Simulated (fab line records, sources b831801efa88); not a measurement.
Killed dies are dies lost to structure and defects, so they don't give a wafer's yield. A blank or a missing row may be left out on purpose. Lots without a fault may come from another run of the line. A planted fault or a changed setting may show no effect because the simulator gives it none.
fab line records | flow sky130
record lots=24 wafers=72 last_day=50
route steps=708 shown SONOS_ONO@182 SD_N@356 LI_CONTACT@377 CONTACT@411 METAL1@435 VIA1@460
lots that met no fault: from a run of the same line without faults
start_h: hours from the record's first day to the start of the lot's first wafer shown | wait_h: hours since the lot's step before | " the same as in the row above | L1.1+2: a row that stands for several wafers | - no value, or no start given | * or withheld: withheld | < > ~ a bound
route shown NAME@n: a module of which the file shows steps, and the number in the route of the first | usual: mean/standard deviation of fault-free wafers | same: alike in all rows | chamber/n: place in a boat | sites: the reading at each site | _std_site: their standard deviation | _edge_site: outer sites' mean less inner sites' | radius_mm: how far each site lies from the wafer's centre | mask NAME#n: copy n | behind: the tool/chamber that last shaped the wafer | hold: why the lot was held/for how many hours/how that ended | device: the transistor (n, p or np) that didn't switch | end of line: the same wafers' tests at the end of the route | a step without rows: its recipe alone | killed: dies lost to structure and defects at the first sort, not the wafer's yield | map: a wafer's dies, x killed, . not, _ none there
set.NAME: the setting as run; set.NAME@STEP: as run at that earlier step | model.NAME: the simulator's own value behind a step, which no gauge read
steps of the route over a sample of lots; a table a step, a row a wafer
services: from which hour (start_h, from the record's first day; less than 0 if before it) a tool's chamber was out of use, for how many hours, and why
## steps
# step SKY_SONOS_ONO_OVL_MEAS_14
# usual SONOS_ONO_OVL=0.3/1.3
# columns lot.wafer tool chamber start_h wait_h SONOS_ONO_OVL[nm]
L074.3 overlay-02 - 275.13 0.1 0.9
L074.5 " - " " 0.8
L074.6 " - " " 0.3
L075.2 overlay-02 - 283.49 0.1 -0.4
L075.3 " - " " -0.2
L075.6 " - " " 0.2
L076.1 overlay-01 - 302.06 0.1 -0.8
L076.2 " - " " 0.2
L076.6 " - " " -1.2
L077.2 overlay-01 - 323.29 0.1 -1.3
L077.3 " - " " -0.3
L077.4 " - " " -0.4
L078.3 overlay-01 - 326.05 0.1 -1.6
L078.5 " - " " -1.5
L078.6 " - " " -1.1
L080.1 overlay-02 - 337.68 0.1 -0.4
L080.2 " - " " -0.3
L080.5 " - " " -1.4
L079.2 overlay-01 - 339.99 0.1 1.6
L079.3 " - " " 0.1
L079.5 " - " " 0.1
L081.1 overlay-01 - 341.33 0.1 0.4
L081.4 " - " " 1.8
L081.6 " - " " 0.0
L082.2 overlay-02 - 347.59 0.1 0.6
L082.3 " - " " -0.4
L082.6 " - " " 1.9
L083.3 overlay-02 - 357.15 0.1 1.3
L083.4 " - " " 0.8
L083.5 " - " " 2.7
L085.2 overlay-02 - 372.04 0.1 -0.7
L085.3 " - " " -1.0
L085.6 " - " " -0.6
L084.2 overlay-02 - 372.34 0.1 -1.6
L084.3 " - " " -0.6
L084.6 " - " " -0.6
L086.1 overlay-01 - 381.93 0.1 1.0
L086.4 " - " " 1.2
L086.6 " - " " -0.4
L087.2 overlay-02 - 384.54 0.1 -1.6
L087.4 " - " " -2.8
L087.6 " - " " -1.9
L088.2 overlay-01 - 395.94 0.1 2.0
L088.3 " - " " 1.6
L088.6 " - " " 2.5
L089.2 overlay-02 - 398.54 0.1 2.1
L089.3 " - " " 1.9
L089.5 " - " " 3.9
L090.1 overlay-02 - 412.48 0.1 0.5
L090.2 " - " " 0.5
L090.4 " - " " 0.1
L091.1 overlay-01 - 418.68 0.1 0.3
L091.2 " - " " 2.5
L091.4 " - " " 1.1
L092.1 overlay-01 - 427.38 0.1 0.8
L092.2 " - " " 0.1
L092.6 " - " " 0.4
L093.3 overlay-02 - 432.72 0.1 0.3
L093.4 " - " " -0.4
L093.5 " - " " -1.4
L094.3 overlay-01 - 443.15 0.1 2.1
L094.4 " - " " 2.1
L094.5 " - " " 0.8
L095.1 overlay-01 - 449.01 0.1 -0.4
L095.2 " - " " -0.5
L095.5 " - " " -1.2
L096.2 overlay-01 - 475.62 0.1 2.2
L096.5 " - " " 1.3
L096.6 " - " " 1.6
L097.1 overlay-02 - 476.53 0.1 1.8
L097.2 " - " " 0.2
L097.6 " - " " -0.3
# step SKY_SD_N_RTA_14
# recipe temp_c=1075 time_s=2 idle_temp_c=650 ramp_up_c_per_s=150 ramp_down_c_per_s=90 ambient=N2
# usual lamp_power_pct=15.74/0.053 ramp_down_c_per_s=90.000/0.016 wafer_temp_C_max=1078.1/1.3
# columns lot.wafer tool chamber start_h wait_h lamp_power_pct ramp_down_c_per_s wafer_temp_C_max
L074.3 rtp_anneal-01 0 645.95 0.0 15.77 90.006 1079.0
L074.5 " 0 " " 15.73 90.014 1077.3
L074.6 " 0 " " 15.70 89.990 1078.8
L075.2 rtp_anneal-02 0 650.99 0.0 15.69 89.996 1076.4
L075.3 " 0 " " 15.81 89.991 1078.4
L075.6 " 0 " " 15.70 90.011 1077.0
L076.1 rtp_anneal-01 0 671.73 0.0 15.75 89.963 1076.6
L076.2 " 0 " " 15.94 90.014 1075.0
L076.6 " 0 " " 15.72 89.980 1079.3
L077.2 rtp_anneal-02 0 689.54 0.0 15.71 89.976 1078.0
L077.3 " 0 " " 15.66 89.987 1078.4
L077.4 " 0 " " 15.74 90.021 1078.1
L078.3 rtp_anneal-01 0 694.45 0.0 15.68 89.987 1077.2
L078.5 " 0 " " 15.80 89.964 1077.8
L078.6 " 0 " " 15.72 90.003 1076.2
L080.1 rtp_anneal-02 0 705.54 0.0 15.80 90.021 1076.3
L080.2 " 0 " " 15.89 89.996 1078.2
L080.5 " 0 " " 15.73 90.000 1078.7
L079.2 rtp_anneal-01 0 707.29 0.0 15.78 90.013 1076.0
L079.3 " 0 " " 15.72 89.994 1077.6
L079.5 " 0 " " 15.85 90.001 1077.0
L081.1 rtp_anneal-02 0 710.68 0.0 15.80 90.017 1078.9
L081.4 " 0 " " 15.77 90.004 1079.9
L081.6 " 0 " " 15.76 89.991 1077.7
L082.2 rtp_anneal-01 0 715.22 0.0 15.68 89.993 1078.8
L082.3 " 0 " " 15.73 90.009 1076.7
L082.6 " 0 " " 15.70 90.017 1076.5
L083.3 rtp_anneal-02 0 722.50 0.0 15.76 90.023 1078.4
L083.4 " 0 " " 15.72 89.992 1077.5
L083.5 " 0 " " 15.78 90.012 1078.2
L085.2 rtp_anneal-01 0 741.49 0.0 15.73 90.010 1079.8
L085.3 " 0 " " 15.72 90.046 1078.4
L085.6 " 0 " " 15.80 89.961 1076.6
L084.2 rtp_anneal-02 0 742.14 0.0 15.75 90.007 1078.3
L084.3 " 0 " " 15.77 90.004 1076.8
L084.6 " 0 " " 15.80 89.987 1077.0
L086.1 rtp_anneal-01 0 745.54 0.0 15.72 89.989 1075.8
L086.4 " 0 " " 15.75 89.991 1076.8
L086.6 " 0 " " 15.76 90.005 1076.1
L087.2 rtp_anneal-02 0 753.35 0.0 15.73 89.976 1076.6
L087.4 " 0 " " 15.72 89.998 1080.8
L087.6 " 0 " " 15.62 90.025 1078.1
L088.2 rtp_anneal-01 0 763.94 0.0 15.78 89.985 1077.7
L088.3 " 0 " " 15.76 90.026 1080.2
L088.6 " 0 " " 15.71 90.010 1078.2
L089.2 rtp_anneal-02 0 771.22 0.0 15.69 90.016 1080.7
L089.3 " 0 " " 15.76 89.987 1080.0
L089.5 " 0 " " 15.81 89.992 1078.3
L090.1 rtp_anneal-01 0 775.06 0.0 15.85 89.993 1077.3
L090.2 " 0 " " 15.76 90.029 1078.1
L090.4 " 0 " " 15.74 90.001 1078.5
L091.1 rtp_anneal-02 0 782.51 0.0 15.79 90.013 1077.8
L091.2 " 0 " " 15.71 89.962 1079.3
L091.4 " 0 " " 15.77 89.985 1078.5
L092.1 rtp_anneal-01 0 791.34 0.0 15.76 90.001 1077.3
L092.2 " 0 " " 15.67 90.001 1080.4
L092.6 " 0 " " 15.70 90.004 1077.4
L093.3 rtp_anneal-02 0 795.45 0.0 15.67 90.000 1076.4
L093.4 " 0 " " 15.72 89.982 1077.5
L093.5 " 0 " " 15.73 90.010 1078.2
L094.3 rtp_anneal-01 0 799.15 0.0 15.70 90.008 1075.4
L094.4 " 0 " " 15.74 90.003 1077.8
L094.5 " 0 " " 15.72 90.016 1078.2
L095.1 rtp_anneal-02 0 808.38 0.0 15.80 90.015 1077.2
L095.2 " 0 " " 15.81 90.007 1077.8
L095.5 " 0 " " 15.77 89.986 1078.4
L096.2 rtp_anneal-01 0 831.87 0.0 15.68 89.993 1078.5
L096.5 " 0 " " 15.67 89.991 1077.8
L096.6 " 0 " " 15.60 90.003 1077.0
L097.1 rtp_anneal-02 0 832.76 0.0 15.71 90.013 1078.1
L097.2 " 0 " " 15.71 90.009 1079.2
L097.6 " 0 " " 15.72 89.988 1079.1
# step SKY_LI_CONTACT_ETCH_15
# recipe target=PSG chemistry=C4F8/O2/Ar stop_on=Si taper_deg=4.15 mask_material=KrF-thick source_w=1500 bias_w=1200 pressure_mtorr=40 c4f8_flow_sccm=withheld O2_flow_sccm=6 Ar_flow_sccm=300 time_s=withheld target_depth_a=6000
# usual bias_w=1200/3.4 oes_product_au=0.837/0.0048 rf_fwd_power_W=1493/4.9
# columns lot.wafer tool chamber start_h wait_h bias_w oes_product_au rf_fwd_power_W
L074.3 rie_diel-02 3 674.96 0.0 1201 0.829 1489
L074.5 " 0 " " 1197 0.840 1496
L074.6 " 3 " " 1202 0.842 1490
L075.2 rie_diel-02 0 680.41 0.0 1203 0.834 1487
L075.3 " 3 " " 1196 0.830 1498
L075.6 " 0 " " 1200 0.838 1496
L076.1 rie_diel-02 1 700.64 0.0 1194 0.833 1494
L076.2 " 0 " " 1201 0.831 1487
L076.6 " 1 " " 1196 0.837 1485
L077.2 rie_diel-02 3 718.53 0.0 1201 0.846 1495
L077.3 " 1 " " 1203 0.838 1495
L077.4 " 0 " " 1193 0.842 1497
L078.3 rie_diel-01 0 722.81 0.0 1202 0.833 1497
L078.5 " 1 " " 1200 0.842 1497
L078.6 " 0 " " 1198 0.835 1490
L080.1 rie_diel-01 1 733.46 0.0 1199 0.837 1495
L080.2 " 2 " " 1201 0.836 1500
L080.5 " 2 " " 1199 0.834 1500
L079.2 rie_diel-03 3 735.19 0.0 1199 0.849 1494
L079.3 " 0 " " 1198 0.826 1497
L079.5 " 2 " " 1199 0.831 1501
L081.1 rie_diel-01 0 739.69 0.0 1200 0.841 1493
L081.4 " 0 " " 1203 0.840 1490
L081.6 " 2 " " 1201 0.838 1491
L082.2 rie_diel-01 1 743.99 0.0 1200 0.839 1500
L082.3 " 0 " " 1196 0.834 1487
L082.6 " 0 " " 1197 0.845 1495
L083.3 rie_diel-03 0 750.89 0.0 1199 0.840 1498
L083.4 " 1 " " 1197 0.845 1493
L083.5 " 3 " " 1204 0.837 1498
L085.2 rie_diel-01 3 769.86 0.0 1196 0.835 1487
L085.3 " 1 " " 1207 0.839 1486
L085.6 " 0 " " 1196 0.835 1494
L084.2 rie_diel-02 3 770.44 0.0 1200 0.834 1486
L084.3 " 1 " " 1201 0.835 1491
L084.6 " 3 " " 1203 0.832 1487
L086.1 rie_diel-01 2 773.44 0.0 1199 0.831 1499
L086.4 " 0 " " 1195 0.836 1490
L086.6 " 2 " " 1199 0.837 1498
L087.2 rie_diel-02 3 781.71 0.0 1204 0.838 1489
L087.4 " 0 " " 1201 0.840 1501
L087.6 " 3 " " 1203 0.842 1493
L088.2 rie_diel-01 1 791.94 0.0 1206 0.831 1496
L088.3 " 0 " " 1206 0.838 1491
L088.6 " 3 " " 1203 0.828 1489
L089.2 rie_diel-03 1 799.14 0.0 1200 0.833 1494
L089.3 " 0 " " 1196 0.844 1495
L089.5 " 2 " " 1192 0.839 1491
L090.1 rie_diel-02 2 803.74 0.0 1201 0.842 1489
L090.2 " 0 " " 1199 0.846 1489
L090.4 " 3 " " 1198 0.836 1501
L091.1 rie_diel-02 3 810.11 0.0 1199 0.841 1499
L091.2 " 2 " " 1201 0.841 1498
L091.4 " 0 " " 1197 0.834 1500
L092.1 rie_diel-01 3 818.96 0.0 1199 0.835 1487
L092.2 " 2 " " 1196 0.832 1493
L092.6 " 1 " " 1203 0.838 1496
L093.3 rie_diel-03 1 822.54 0.0 1196 0.845 1495
L093.4 " 0 " " 1198 0.830 1496
L093.5 " 1 " " 1198 0.840 1497
L094.3 rie_diel-01 0 826.01 0.0 1201 0.846 1489
L094.4 " 2 " " 1201 0.830 1488
L094.5 " 3 " " 1198 0.838 1486
L095.1 rie_diel-03 0 836.24 0.0 1199 0.841 1494
L095.2 " 3 " " 1200 0.833 1488
L095.5 " 3 " " 1202 0.837 1490
L096.2 rie_diel-01 2 859.79 0.0 1198 0.831 1497
L096.5 " 2 " " 1198 0.830 1504
L096.6 " 1 " " 1201 0.834 1496
L097.1 rie_diel-02 2 861.04 0.0 1195 0.844 1485
L097.2 " 0 " " 1198 0.835 1493
L097.6 " 0 " " 1198 0.830 1504
# step SKY_CONTACT_BOW_MEAS_05
# recipe mode=bow
# usual CONTACT_BOW=81/7.4
# columns lot.wafer tool chamber start_h wait_h CONTACT_BOW[um]
L074.3 film_metro-01 - 705.70 0.1 88
L074.5 " - " " 78
L074.6 " - " " 82
L075.2 film_metro-04 - 711.90 0.3 89
L075.3 " - " " 96
L075.6 " - " " 77
L076.1 film_metro-01 - 731.17 0.1 92
L076.2 " - " " 85
L076.6 " - " " 74
L077.2 film_metro-03 - 747.31 0.1 86
L077.3 " - " " 74
L077.4 " - " " 78
L078.3 film_metro-03 - 753.31 0.3 92
L078.5 " - " " 95
L078.6 " - " " 91
L080.1 film_metro-04 - 763.16 0.1 78
L080.2 " - " " 83
L080.5 " - " " 77
L079.2 film_metro-01 - 765.16 0.2 77
L079.3 " - " " 82
L079.5 " - " " 80
L081.1 film_metro-01 - 769.39 0.2 92
L081.4 " - " " 98
L081.6 " - " " 72
L082.2 film_metro-01 - 773.86 0.3 92
L082.3 " - " " 84
L082.6 " - " " 79
L083.3 film_metro-04 - 780.51 0.2 83
L083.4 " - " " 73
L083.5 " - " " 91
L085.2 film_metro-03 - 799.40 0.1 79
L085.3 " - " " 69
L085.6 " - " " 80
L084.2 film_metro-03 - 800.46 0.1 81
L084.3 " - " " 89
L084.6 " - " " 79
L086.1 film_metro-03 - 802.32 0.1 87
L086.4 " - " " 80
L086.6 " - " " 80
L087.2 film_metro-03 - 810.26 0.2 84
L087.4 " - " " 80
L087.6 " - " " 84
L088.2 film_metro-03 - 822.19 0.2 86
L088.3 " - " " 75
L088.6 " - " " 97
L089.2 film_metro-01 - 827.57 0.3 85
L089.3 " - " " 77
L089.5 " - " " 77
L090.1 film_metro-01 - 833.48 0.1 90
L090.2 " - " " 83
L090.4 " - " " 73
L091.1 film_metro-03 - 839.20 0.2 86
L091.2 " - " " 74
L091.4 " - " " 59
L092.1 film_metro-01 - 848.90 0.2 66
L092.2 " - " " 80
L092.6 " - " " 67
L093.3 film_metro-03 - 851.63 0.3 79
L093.4 " - " " 79
L093.5 " - " " 77
L094.3 film_metro-01 - 855.49 0.1 79
L094.4 " - " " 87
L094.5 " - " " 75
L095.1 film_metro-03 - 865.74 0.1 81
L095.2 " - " " 72
L095.5 " - " " 71
L096.2 film_metro-04 - 889.17 0.2 77
L096.5 " - " " 70
L096.6 " - " " 80
L097.1 film_metro-01 - 890.05 0.1 73
L097.2 " - " " 74
L097.6 " - " " 79
# step SKY_METAL1_SPUTTER_01
# recipe material=TiN target_thk_nm=20 power_w=6500 time_s=16.7 chamber_pressure_pa=0.4
# usual chamber_pressure_pa=0.3999/0.00084 throttle_valve_pct=30.5/1.1
# columns lot.wafer tool chamber start_h wait_h chamber_pressure_pa throttle_valve_pct
L074.3 pvd_sputter-03 - 733.72 0.0 0.3993 29.4
L074.5 " - " " 0.3993 29.2
L074.6 " - " " 0.3977 29.9
L075.2 pvd_sputter-02 - 741.40 0.0 0.3998 29.6
L075.3 " - " " 0.4001 29.2
L075.6 " - " " 0.4010 29.1
L076.1 pvd_sputter-03 - 760.05 0.0 0.4003 29.6
L076.2 " - " " 0.3998 30.2
L076.6 " - " " 0.4001 29.6
L077.2 pvd_sputter-02 - 775.99 0.0 0.3998 29.5
L077.3 " - " " 0.4001 32.5
L077.4 " - " " 0.4005 29.6
L078.3 pvd_sputter-04 - 782.18 0.0 0.4011 31.7
L078.5 " - " " 0.3987 30.3
L078.6 " - " " 0.3997 32.4
L080.1 pvd_sputter-03 - 792.80 0.0 0.4011 29.6
L080.2 " - " " 0.4009 29.5
L080.5 " - " " 0.3998 30.1
L079.2 pvd_sputter-04 - 793.87 0.0 0.3994 30.1
L079.3 " - " " 0.4013 32.3
L079.5 " - " " 0.3994 31.5
L081.1 pvd_sputter-04 - 796.76 0.0 0.4008 31.2
L081.4 " - " " 0.4007 32.2
L081.6 " - " " 0.3996 31.7
L082.2 pvd_sputter-03 - 802.30 0.0 0.3995 29.4
L082.3 " - " " 0.4011 30.3
L082.6 " - " " 0.4001 29.7
L083.3 pvd_sputter-03 - 809.02 0.0 0.3998 29.3
L083.4 " - " " 0.4003 30.3
L083.5 " - " " 0.3999 29.3
L085.2 pvd_sputter-03 - 826.51 0.0 0.3988 29.4
L085.3 " - " " 0.3990 29.7
L085.6 " - " " 0.3986 29.3
L084.2 pvd_sputter-04 - 827.95 0.0 0.3996 31.9
L084.3 " - " " 0.3992 29.8
L084.6 " - " " 0.3995 31.5
L086.1 pvd_sputter-03 - 829.70 0.0 0.4005 29.4
L086.4 " - " " 0.3996 30.0
L086.6 " - " " 0.3999 29.5
L087.2 pvd_sputter-04 - 837.97 0.0 0.4012 29.8
L087.4 " - " " 0.4022 30.1
L087.6 " - " " 0.4000 31.5
L088.2 pvd_sputter-02 - 850.80 0.0 0.3998 30.0
L088.3 " - " " 0.3988 32.1
L088.6 " - " " 0.3999 29.8
L089.2 pvd_sputter-03 - 855.97 0.0 0.3996 30.3
L089.3 " - " " 0.4003 29.7
L089.5 " - " " 0.4015 30.2
L090.1 pvd_sputter-02 - 861.48 0.0 0.3998 32.0
L090.2 " - " " 0.3997 29.8
L090.4 " - " " 0.3983 29.6
L091.1 pvd_sputter-04 - 867.17 0.0 0.4007 31.6
L091.2 " - " " 0.3991 32.1
L091.4 " - " " 0.4005 31.6
L092.1 pvd_sputter-04 - 876.75 0.0 0.3999 31.9
L092.2 " - " " 0.4008 31.7
L092.6 " - " " 0.4003 30.1
L093.3 pvd_sputter-02 - 879.47 0.0 0.3986 29.5
L093.4 " - " " 0.4004 29.4
L093.5 " - " " 0.4003 32.1
L094.3 pvd_sputter-02 - 883.10 0.0 0.3998 29.1
L094.4 " - " " 0.3996 29.5
L094.5 " - " " 0.4002 29.1
L095.1 pvd_sputter-04 - 892.43 0.0 0.4023 31.5
L095.2 " - " " 0.3998 32.2
L095.5 " - " " 0.3998 32.2
L096.2 pvd_sputter-04 - 916.01 0.0 0.4006 31.6
L096.5 " - " " 0.4005 31.8
L096.6 " - " " 0.3994 31.5
L097.1 pvd_sputter-02 - 916.67 0.0 0.3997 29.4
L097.2 " - " " 0.3995 29.9
L097.6 " - " " 0.4001 29.0
# step SKY_VIA1_CMP_02
# recipe material=SiO2 down_force_psi=4 platen_rpm=60 pad_velocity_m_s=0.94248
# usual motor_current_A=12.2/0.86
# columns lot.wafer tool chamber start_h wait_h motor_current_A
L074.3 cmp-01 2 762.71 0.4 11.5
L074.6 " 3 " " 11.4
L074.5 " 0 " " 11.3
L075.2 cmp-01 0 769.91 0.0 11.6
L075.3 " 2 " " 10.9
L075.6 " 1 " " 13.5
L076.1 cmp-01 2 788.28 0.1 11.5
L076.2 " 3 " " 12.2
L076.6 " 1 " " 13.1
L077.4 cmp-02 2 804.50 0.0 13.2
L077.2 " 3 " " 12.9
L077.3 " 1 " " 11.4
L078.3 cmp-02 2 810.17 0.1 12.7
L078.6 " 0 " " 12.2
L078.5 " 1 " " 11.4
L080.1 cmp-02 3 821.15 0.1 13.4
L080.2 " 1 " " 11.1
L080.5 " 2 " " 12.8
L079.3 cmp-01 0 822.23 0.0 11.3
L079.2 " 3 " " 12.6
L079.5 " 1 " " 13.7
L081.1 cmp-01 2 823.86 0.1 10.7
L081.4 " 3 " " 11.4
L081.6 " 2 " " 10.7
L082.2 cmp-02 0 830.47 0.1 12.7
L082.3 " 1 " " 11.7
L082.6 " 2 " " 12.4
L083.3 cmp-02 1 837.15 0.1 11.6
L083.4 " 2 " " 12.7
L083.5 " 3 " " 13.0
L085.2 cmp-01 0 853.96 0.1 12.2
L085.3 " 2 " " 10.8
L085.6 " 0 " " 11.9
L084.2 cmp-02 3 856.21 0.0 12.4
L084.3 " 0 " " 12.8
L084.6 " 3 " " 13.4
L086.1 cmp-01 2 857.88 0.1 10.9
L086.4 " 3 " " 11.9
L086.6 " 1 " " 13.4
L087.4 cmp-02 2 865.68 0.1 13.2
L087.2 " 3 " " 12.7
L087.6 " 0 " " 12.1
L088.3 cmp-01 3 878.75 0.0 11.7
L088.2 " 0 " " 11.5
L088.6 " 0 " " 11.5
L089.2 cmp-01 1 883.12 0.0 13.0
L089.3 " 2 " " 11.5
L089.5 " 1 " " 13.3
L090.1 cmp-02 3 889.25 0.1 12.5
L090.4 " 1 " " 11.5
L090.2 " 2 " " 13.0
L091.1 cmp-01 0 894.80 0.1 11.3
L091.2 " 1 " " 13.1
L091.4 " 2 " " 11.0
L092.1 cmp-02 2 904.08 0.1 13.4
L092.2 " 0 " " 12.9
L092.6 " 1 " " 11.8
L093.4 cmp-02 2 906.37 0.1 13.0
L093.3 " 3 " " 12.3
L093.5 " 1 " " 11.7
L094.3 cmp-01 0 909.74 0.3 11.1
L094.4 " 1 " " 13.3
L094.5 " 2 " " 11.2
L095.1 cmp-01 0 918.60 0.1 11.2
L095.2 " 1 " " 13.3
L095.5 " 0 " " 10.6
L096.2 cmp-02 1 941.62 0.1 10.9
L096.5 " 3 " " 12.9
L096.6 " 0 " " 12.4
L097.2 cmp-02 3 943.08 0.1 12.7
L097.1 " 0 " " 12.4
L097.6 " 2 " " 12.7
## services
# columns tool chamber start_h hours kind
rie_diel-02 - 636.96 0.5 repair
rie_diel-02 3 639.22 6.4 repair
cmp-02 - 672.26 3.3 pm
rtp_anneal-02 - 676.85 5.0 pm
cmp-01 - 695.12 4.6 pm
rie_diel-01 3 706.55 8.4 repair
cmp-02 - 711.70 5.4 pm
rtp_anneal-02 - 711.91 0.4 repair
rie_diel-01 3 734.48 14.8 repair
cmp-02 - 744.00 4.0 pm
cmp-02 - 759.49 1.4 repair
rie_diel-01 2 761.15 9.4 repair
cmp-02 - 762.25 0.9 repair
cmp-01 - 804.09 2.0 repair
cmp-02 - 821.43 4.2 repair
cmp-02 - 831.64 2.7 repair
cmp-01 - 834.07 5.2 repair
rie_diel-01 1 844.76 7.1 repair
cmp-02 - 892.55 1.7 repair
cmp-02 - 909.06 1.4 repair
cmp-02 - 911.59 1.9 repair
cmp-01 - 912.00 4.0 pm
rie_diel-01 - 916.94 0.3 repair
cmp-02 - 931.26 2.0 repair
## key
fault none
